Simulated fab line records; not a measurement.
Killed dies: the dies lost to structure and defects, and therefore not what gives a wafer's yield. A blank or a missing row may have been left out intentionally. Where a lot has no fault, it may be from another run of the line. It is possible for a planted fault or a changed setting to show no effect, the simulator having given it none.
Matching of chambers :: flow gf180mcu :: 3 sister chambers for GF_V4_CVD_02 on pecvd-02
The step deposits SiO2 from TEOS, target thk 850 nm, time 94.851 s. 14 wafers are shown with their chamber, then 7 later ones without.

== WAFERS, EACH WITH ITS CHAMBER ==
wafer: L076.1
chamber: 0
heaterPowerW (W): 683

wafer: L076.3
chamber: 1
heaterPowerW (W): 453

wafer: L076.5
chamber: 1
heaterPowerW (W): 510

wafer: L080.2
chamber: 2
heaterPowerW (W): 700

wafer: L080.3
chamber: 0
heaterPowerW (W): 762

wafer: L080.5
chamber: 1
heaterPowerW (W): 454

wafer: L082.2
chamber: 2
heaterPowerW (W): 613

wafer: L082.3
chamber: 1
heaterPowerW (W): 545

wafer: L082.4
chamber: 1
heaterPowerW (W): 577

wafer: L084.2
chamber: 1
heaterPowerW (W): 559

wafer: L084.4
chamber: 1
heaterPowerW (W): 582

wafer: L084.6
chamber: 2
heaterPowerW (W): 566

wafer: L092.2
chamber: 0
heaterPowerW (W): 776

wafer: L092.3
chamber: 2
heaterPowerW (W): 607

SIGNATURES (means of the wafers above)
reading: heaterPowerW
chamber 0: 740.33
chamber 1: 525.71
chamber 2: 621.50
scatter within a chamber: 54.4
Rule: a wafer's distance from a chamber is the root of the sum, over the readings, of the square of ((its reading less the chamber's mean) divided by the reading's scatter). The wafer belongs to the nearest chamber; if the next one is less than 2 further off, it can't be placed. The scatter: take each reading less its chamber's mean, square it, sum over the shown wafers, divide by the number of wafers less the number of chambers, and take the root.

== WAFERS WHOSE CHAMBER IS MISSING ==
wafer: L092.5
heaterPowerW (W): 806

wafer: L094.3
heaterPowerW (W): 616

wafer: L094.4
heaterPowerW (W): 871

wafer: L094.6
heaterPowerW (W): 529

wafer: L097.1
heaterPowerW (W): 815

wafer: L097.3
heaterPowerW (W): 496

wafer: L097.5
heaterPowerW (W): 711

== EACH ONE'S CHAMBER ==
wafer: L092.5
from the rows above: 0
in truth: 0

wafer: L094.3
from the rows above: can't be placed: 2 or 1
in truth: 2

wafer: L094.4
from the rows above: 0
in truth: 0

wafer: L094.6
from the rows above: can't be placed: 1 or 2
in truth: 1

wafer: L097.1
from the rows above: 0
in truth: 0

wafer: L097.3
from the rows above: can't be placed: 1 or 2
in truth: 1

wafer: L097.5
from the rows above: can't be placed: 0 or 2
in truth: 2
Correctly placed: 3 of 7. Unplaceable from these rows: 4, with the true chamber sitting among the candidates in 4. Number placed wrongly: 0.
